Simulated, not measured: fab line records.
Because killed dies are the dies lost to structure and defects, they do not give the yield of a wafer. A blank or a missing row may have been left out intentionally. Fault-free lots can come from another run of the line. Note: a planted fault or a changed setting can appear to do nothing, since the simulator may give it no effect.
Which tool was responsible? -- flow sky130 -- 24 lots with 72 wafers sampled at 5 steps, on a route of 708 steps

== WHAT THE GAUGES SHOWED, per wafer ==
SKY_METAL4_CD_MEAS_13: the cd target is 300 nm. Usual: 299.7 nm for cd nm, sd 1.5.
lot,measured,on,cd nm (nm),flag
L074,day 43 04:43,cd sem-01,302.4 301.7 301.6,
L075,day 43 09:20,cd sem-01,301.3 299.4 300.9,
L076,day 43 11:47,cd sem-01,299.5 301.2 300.0,
L077,day 44 04:44,cd sem-01,298.8 298.8 299.4,
L078,day 44 09:41,cd sem-01,301.9 300.6 300.1,
L079,day 44 10:17,cd sem-01,296.0 297.2 297.4,
L080,day 44 12:10,cd sem-01,299.4 300.2 300.1,
L081,day 45 07:53,cd sem-01,299.8 299.2 298.7,
L082,day 45 10:44,cd sem-01,298.3 298.7 298.1,
L083,day 45 12:04,cd sem-01,301.5 301.2 301.5,
L084,day 45 17:10,cd sem-01,299.6 300.5 299.4,
L085,day 46 05:31,cd sem-01,299.9 300.1 299.5,
L086,day 46 08:58,cd sem-01,301.2 301.3 301.3,
L087,day 46 14:17,cd sem-01,301.7 301.3 302.2,
L088,day 46 16:05,cd sem-01,299.1 298.4 300.9,
L089,day 47 04:19,cd sem-02,299.4 300.1 300.8,
L090,day 47 05:07,cd sem-01,299.3 298.0 298.9,
L091,day 47 11:23,cd sem-02,298.4 298.1 298.4,
L092,day 47 12:56,cd sem-02,297.7 295.7 297.4,
L093,day 48 03:17,cd sem-01,300.7 300.9 300.9,
L094,day 48 03:36,cd sem-01,298.4 299.1 298.5,
L095,day 48 16:40,cd sem-01,300.1 299.9 299.3,
L096,day 48 17:47,cd sem-01,298.3 298.6 298.2,
L097,day 49 00:17,cd sem-01,302.9 301.5 300.5,

SKY_VIA4_OVL_MEAS_11. Usual: VIA4_OVL typically reads 0.1 nm, with standard deviation 1.4.
lot,measured,on,VIA4_OVL (nm),flag
L074,day 44 06:06,overlay-01,0.4 1.1 0.4,
L075,day 44 10:33,overlay-01,-0.8 0.0 -0.1,
L076,day 44 13:01,overlay-02,1.1 1.3 2.4,
L077,day 45 05:13,overlay-02,3.1 -0.5 1.6,
L078,day 45 10:05,overlay-02,2.0 0.9 1.3,
L079,day 45 10:43,overlay-01,-1.3 -2.2 -2.8,
L080,day 45 12:34,overlay-01,-2.6 -3.7 -2.7,
L081,day 46 06:59,overlay-01,2.0 1.6 2.2,
L082,day 46 08:43,overlay-01,0.5 0.1 0.4,
L083,day 46 09:19,overlay-02,0.1 1.4 0.5,
L084,day 46 16:22,overlay-02,-1.5 1.2 0.2,
L085,day 47 04:17,overlay-02,1.3 -0.1 0.4,
L086,day 47 09:44,overlay-01,-1.6 -2.6 -2.1,
L087,day 47 13:50,overlay-01,1.9 1.4 2.9,
L088,day 47 14:49,overlay-02,0.8 1.2 0.2,
L089,day 48 02:07,overlay-02,-0.4 0.7 1.2,
L090,day 48 02:26,overlay-01,-0.8 -0.6 0.2,
L091,day 48 09:18,overlay-02,-0.4 0.6 -0.5,
L092,day 48 10:11,overlay-01,-0.1 0.0 -0.8,
L093,day 49 01:01,overlay-02,0.3 0.4 0.9,
L094,day 49 01:10,overlay-01,-1.5 0.4 -2.1,
L095,day 49 12:53,overlay-02,-1.7 0.6 -0.8,
L096,day 49 13:58,overlay-02,0.4 -0.4 -1.7,
L097,day 49 20:29,overlay-02,-0.4 -0.8 -0.1,

== EACH LOT AND THE TOOL THAT RAN IT (in order: tool; ch and the chambers of the sampled wafers; start) ==
lot,SKY_METAL3_STRIP_19,SKY_VIA3_CMP_24,SKY_METAL4_STRIP_19
L074,"plasma asher-04 ch 0,1, day 39 23:36","cmp-02 ch 1,2, day 41 02:56","plasma asher-03 ch 0,1, day 43 05:10"
L075,"plasma asher-04 ch 0,1, day 40 03:14","cmp-02 ch 0,3, day 41 07:13","plasma asher-02 ch 0,1, day 43 09:49"
L076,"plasma asher-03 ch 0,1, day 40 06:12","cmp-02 ch 0,3, day 41 10:14","plasma asher-04 ch 0, day 43 12:16"
L077,"plasma asher-01 ch 0,1, day 40 23:10","cmp-02 ch 0,1, day 42 02:56","plasma asher-04 ch 0,1, day 44 05:13"
L078,"plasma asher-01 ch 0,1, day 41 05:52","cmp-02 ch 2,3, day 42 09:07","plasma asher-04 ch 0,1, day 44 10:08"
L079,"plasma asher-04 ch 0,1, day 41 07:12","cmp-02 ch 1,2,3, day 42 10:32","plasma asher-03 ch 0,1, day 44 10:44"
L080,"plasma asher-01 ch 1, day 41 08:46","cmp-02 ch 1,2,3, day 42 11:25","plasma asher-02 ch 0, day 44 12:37"
L081,"plasma asher-04 ch 0,1, day 42 05:11","cmp-02 ch 2,3, day 43 08:24","plasma asher-04 ch 0,1, day 45 08:28"
L082,"plasma asher-03 ch 0,1, day 42 07:30","cmp-01 ch 0,2,3, day 43 10:52","plasma asher-03 ch 0,1, day 45 11:19"
L083,"plasma asher-04 ch 0,1, day 42 10:18","cmp-02 ch 2,3, day 43 12:37","plasma asher-02 ch 0,1, day 45 12:32"
L084,"plasma asher-03 ch 0,1, day 42 15:31","cmp-02 ch 0,2,3, day 43 18:22","plasma asher-04 ch 0,1, day 45 17:46"
L085,"plasma asher-03 ch 0,1, day 43 06:03","cmp-02 ch 0,1,3, day 44 07:37","plasma asher-04 ch 0,1, day 46 06:11"
L086,"plasma asher-04 ch 1, day 43 11:12","cmp-02 ch 2,3, day 44 13:00","plasma asher-02 ch 1, day 46 09:26"
L087,"plasma asher-03 ch 0,1, day 43 15:06","cmp-01 ch 1,3, day 44 17:05","plasma asher-04 ch 0,1, day 46 14:44"
L088,"plasma asher-04 ch 1, day 43 17:08","cmp-02 ch 0,1, day 44 18:25","plasma asher-04 ch 0,1, day 46 16:32"
L089,"plasma asher-04 ch 0,1, day 44 06:03","cmp-01 ch 0,2,3, day 45 07:18","plasma asher-02 ch 0,1, day 47 04:48"
L090,"plasma asher-01 ch 0,1, day 44 07:08","cmp-01 ch 1,2, day 45 08:27","plasma asher-03 ch 0,1, day 47 05:42"
L091,"plasma asher-01 ch 0,1, day 44 13:51","cmp-01 ch 0,1,2, day 45 15:14","plasma asher-02 ch 0,1, day 47 11:51"
L092,"plasma asher-03 ch 0,1, day 44 16:32","cmp-01 ch 1,2,3, day 45 17:25","plasma asher-04 ch 0,1, day 47 13:23"
L093,"plasma asher-03 ch 0,1, day 45 06:18","cmp-02 ch 0,1,2, day 46 06:53","plasma asher-02 ch 0,1, day 48 03:47"
L094,"plasma asher-04 ch 0,1, day 45 06:37","cmp-01 ch 2,3, day 46 07:39","plasma asher-03 ch 0,1, day 48 04:06"
L095,"plasma asher-03 ch 0, day 46 00:02","cmp-02 ch 0,2, day 46 22:44","plasma asher-04 ch 0,1, day 48 17:16"
L096,"plasma asher-03 ch 0,1, day 46 00:23","cmp-02 ch 1,3, day 47 00:04","plasma asher-02 ch 0,1, day 48 18:26"
L097,"plasma asher-03 ch 0,1, day 46 06:21","cmp-01 ch 1,2,3, day 47 06:59","plasma asher-04 ch 0,1, day 49 00:55"
- SKY_METAL3_STRIP_19: strips in O2/N2.
- SKY_VIA3_CMP_24: polishes, stops on SiO2, t overpolish 20 s, target thk 0 nm.
- SKY_METAL4_STRIP_19: strips in O2/N2.

== AS READ BY THE TOOLS THEMSELVES (means over the sampled wafers that have a number; for cases with no such wafer, the mark the record gives instead) ==
SKY_METAL3_STRIP_19. Usual: drypump motor current A 5.69 A, standard deviation 0.28; oes product au 0.504 a.u., standard deviation 0.0049; strip time to endpoint s 6.57 s, standard deviation 0.057.
lot,tool,drypump motor current A (A),oes product au (a.u.),strip time to endpoint s (s),flag
L074,plasma asher-04,5.85,0.502,6.52,
L075,plasma asher-04,5.85,0.506,6.55,
L076,plasma asher-03,5.60,0.502,6.57,
L077,plasma asher-01,5.70,0.505,6.51,
L078,plasma asher-01,5.69,0.502,6.59,
L079,plasma asher-04,5.86,0.506,6.55,
L080,plasma asher-01,5.75,0.505,6.53,
L081,plasma asher-04,5.96,0.507,6.61,
L082,plasma asher-03,5.42,0.506,6.56,
L083,plasma asher-04,5.86,0.507,6.53,
L084,plasma asher-03,5.61,0.504,6.61,
L085,plasma asher-03,5.40,0.502,6.54,
L086,plasma asher-04,5.77,0.506,6.58,
L087,plasma asher-03,5.40,0.501,6.52,
L088,plasma asher-04,5.75,0.505,6.59,
L089,plasma asher-04,5.93,0.507,6.61,
L090,plasma asher-01,5.67,0.508,6.59,
L091,plasma asher-01,5.65,0.505,6.63,
L092,plasma asher-03,5.44,0.508,6.60,
L093,plasma asher-03,5.62,0.507,6.65,
L094,plasma asher-04,5.85,0.502,6.55,
L095,plasma asher-03,5.82,0.503,6.57,
L096,plasma asher-03,5.40,0.508,6.58,
L097,plasma asher-03,5.63,0.505,6.57,

SKY_VIA3_CMP_24. Usual: edge zone pressure frac 1.000, standard deviation 0.0057; motor current A 11.1 A, standard deviation 1.2; overpolish run s 19.999 s, standard deviation 0.0078; retaining ring pressure frac 1.001, standard deviation 0.0044; slurry filter dp kPa 13.50 kPa, standard deviation 0.15; time to endpoint s 97 s, standard deviation 3.6.
lot,tool,edge zone pressure frac,motor current A (A),overpolish run s (s),retaining ring pressure frac,slurry filter dp kPa (kPa),time to endpoint s (s),flag
L074,cmp-02,1.008,12.4,19.997,1.000,13.40,93,
L075,cmp-02,0.997,10.6,19.998,0.999,13.40,95,
L076,cmp-02,1.000,11.1,20.003,0.997,13.46,90,
L077,cmp-02,0.996,10.7,19.999,1.005,13.44,94,
L078,cmp-02,1.000,11.8,19.999,1.003,13.49,96,
L079,cmp-02,1.000,11.3,20.000,0.998,13.57,93,
L080,cmp-02,1.004,11.3,19.998,0.999,13.49,99,
L081,cmp-02,1.001,12.4,20.002,1.000,13.49,97,
L082,cmp-01,0.997,10.7,20.000,1.005,13.60,98,
L083,cmp-02,1.001,11.4,20.006,1.001,13.42,101,
L084,cmp-02,1.003,11.7,19.997,1.000,13.62,97,
L085,cmp-02,1.002,10.7,19.998,1.006,13.58,92,
L086,cmp-02,1.003,11.6,20.000,1.003,13.38,95,
L087,cmp-01,0.990,11.1,20.003,0.997,13.51,98,
L088,cmp-02,1.006,10.4,20.005,1.001,13.42,96,
L089,cmp-01,1.004,10.5,19.993,1.000,13.41,103,
L090,cmp-01,1.002,10.7,20.005,1.003,13.46,100,
L091,cmp-01,0.994,10.1,20.004,0.998,13.72,97,
L092,cmp-01,1.001,10.8,19.998,0.998,13.68,95,
L093,cmp-02,1.003,10.7,19.998,1.002,13.51,96,
L094,cmp-01,0.992,11.1,20.000,1.004,13.61,98,
L095,cmp-02,1.004,12.7,20.009,1.003,13.48,97,
L096,cmp-02,1.001,10.5,20.004,0.997,13.28,99,
L097,cmp-01,0.998,11.2,19.992,1.000,13.51,98,

SKY_METAL4_STRIP_19. Usual: drypump motor current A 5.80 A, standard deviation 0.24; oes product au 0.495 a.u., standard deviation 0.0058; strip time to endpoint s 6.37 s, standard deviation 0.079.
lot,tool,drypump motor current A (A),oes product au (a.u.),strip time to endpoint s (s),flag
L074,plasma asher-03,5.63,0.488,6.28,
L075,plasma asher-02,5.80,0.496,6.39,
L076,plasma asher-04,6.04,0.498,6.40,
L077,plasma asher-04,5.87,0.503,6.44,
L078,plasma asher-04,5.94,0.495,6.34,
L079,plasma asher-03,5.43,0.487,6.17,
L080,plasma asher-02,5.97,0.491,6.25,
L081,plasma asher-04,5.86,0.496,6.33,
L082,plasma asher-03,5.39,0.494,6.35,
L083,plasma asher-02,5.79,0.489,6.34,
L084,plasma asher-04,5.86,0.495,6.37,
L085,plasma asher-04,5.86,0.499,6.41,
L086,plasma asher-02,5.74,0.485,6.30,
L087,plasma asher-04,5.85,0.494,6.35,
L088,plasma asher-04,5.85,0.493,6.35,
L089,plasma asher-02,5.79,0.500,6.42,
L090,plasma asher-03,5.62,0.500,6.44,
L091,plasma asher-02,5.82,0.504,6.46,
L092,plasma asher-04,5.87,0.494,6.33,
L093,plasma asher-02,5.81,0.499,6.40,
L094,plasma asher-03,5.62,0.501,6.42,
L095,plasma asher-04,5.97,0.498,6.38,
L096,plasma asher-02,5.86,0.496,6.40,
L097,plasma asher-04,5.95,0.495,6.36,

== THE ANSWER, worked out from the rows above alone ==
Rule: a lot counts as off when the mean over its wafers that have a number is more than 3 standard deviations away from the usual mean. Also off: a lot with no number at a reading for which 4 or more lots have one. Any other lot the step has rows for is counted as sound. The gauges are gone through in route order, then the tools' own readings, and for those a lot's mean is taken as printed above. At the first step where some lot is off, the reading lying furthest off is the one used; lots without a number count as furthest.
No lot is off on any of the readings shown, so nothing can be concluded from this.

== WHAT THE SIMULATOR PUT IN ==
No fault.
